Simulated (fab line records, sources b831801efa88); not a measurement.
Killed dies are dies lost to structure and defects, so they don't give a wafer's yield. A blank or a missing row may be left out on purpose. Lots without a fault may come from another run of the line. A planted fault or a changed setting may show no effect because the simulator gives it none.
Chamber matching | flow sky130 | SKY_CONTACT_CVD_00 on pecvd-04: 3 sister chambers
The step deposits Si3N4, target thk 75 nm. 3 wafers are shown with their chamber, then 8 later ones without.

WAFERS WITH THEIR CHAMBER
wafer  | chamber | heater_power_w (W)
L074.1 | 2       | 639
L084.1 | 0       | 816
L086.1 | 1       | 884

WAFERS WITHOUT THEIR CHAMBER
wafer  | heater_power_w (W)
L086.3 | 636
L086.5 | 658
L093.1 | 935
L093.2 | 558
L093.4 | 864
L094.2 | 861
L094.3 | 576
L094.4 | 572

WHICH CHAMBER EACH WENT THROUGH
wafer  | from the rows above     | in truth
L086.3 | 2                       | 2
L086.5 | 2                       | 2
L093.1 | can't be placed: 1 or 0 | 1
L093.2 | 2                       | 2
L093.4 | can't be placed: 1 or 0 | 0
L094.2 | can't be placed: 1 or 0 | 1
L094.3 | 2                       | 2
L094.4 | 2                       | 2
Placed correctly: 5 of 8. Can't be placed from these rows: 3 (the true chamber is among the candidates in 3). Placed wrongly: 0.
How it was worked out, from the rows above alone: a wafer's distance from a chamber is the root of the sum, over the readings, of the square of ((its reading less the chamber's mean) divided by the reading's scatter). The wafer belongs to the nearest chamber; if the next one is less than 2 further off, it can't be placed. A chamber's mean is the mean of its shown wafers. The scatter: with one shown wafer a chamber, the root of the mean of the squares of how far each hidden wafer lies from its nearest shown one.
